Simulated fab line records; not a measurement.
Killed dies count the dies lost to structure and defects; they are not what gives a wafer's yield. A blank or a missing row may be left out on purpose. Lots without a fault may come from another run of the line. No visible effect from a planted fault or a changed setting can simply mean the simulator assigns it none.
Chamber matching || flow gf180mcu || cmp-01 running GF_V1_CMP_04: 4 sister chambers
The step polishes SiO2. 4 wafers are shown with their chamber, then 7 later ones without.

WAFERS, EACH WITH ITS CHAMBER
{"wafer": "L611.5", "chamber": 2, "motor-current-A (A)": 12.6}
{"wafer": "L612.5", "chamber": 0, "motor-current-A (A)": 10.7}
{"wafer": "L619.6", "chamber": 3, "motor-current-A (A)": 10.3}
{"wafer": "L620.2", "chamber": 1, "motor-current-A (A)": 11.8}

WAFERS WITH NO CHAMBER GIVEN
{"wafer": "L620.6", "motor-current-A (A)": 10.2}
{"wafer": "L628.1", "motor-current-A (A)": 10.2}
{"wafer": "L628.4", "motor-current-A (A)": 12.3}
{"wafer": "L628.6", "motor-current-A (A)": 10.7}
{"wafer": "L629.2", "motor-current-A (A)": 12.8}
{"wafer": "L629.4", "motor-current-A (A)": 10.6}
{"wafer": "L629.6", "motor-current-A (A)": 12.6}

THE CHAMBER EACH PASSED THROUGH
{"wafer": "L620.6", "from the rows above": 3, "in truth": 3}
{"wafer": "L628.1", "from the rows above": 3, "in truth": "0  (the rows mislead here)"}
{"wafer": "L628.4", "from the rows above": "can't be placed: 2 or 1", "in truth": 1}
{"wafer": "L628.6", "from the rows above": 0, "in truth": 0}
{"wafer": "L629.2", "from the rows above": 2, "in truth": 2}
{"wafer": "L629.4", "from the rows above": "can't be placed: 0 or 3", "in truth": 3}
{"wafer": "L629.6", "from the rows above": 2, "in truth": 2}
Correct placement for 4 of the 7. Unplaceable from these rows: 2, with the true chamber sitting among the candidates in 2. Wrongly placed: 1.
How it was worked out, from the rows above alone: a wafer's distance from a chamber is the root of the sum, over the readings, of the square of ((its reading less the chamber's mean) divided by the reading's scatter). If the next closest chamber is less than 2 further off than the closest, the wafer can't be placed; otherwise it belongs to the closest. Each chamber's mean is taken over the wafers shown for it. The scatter: root of mean squared gap, hidden wafer to nearest shown wafer, with one shown wafer a chamber.
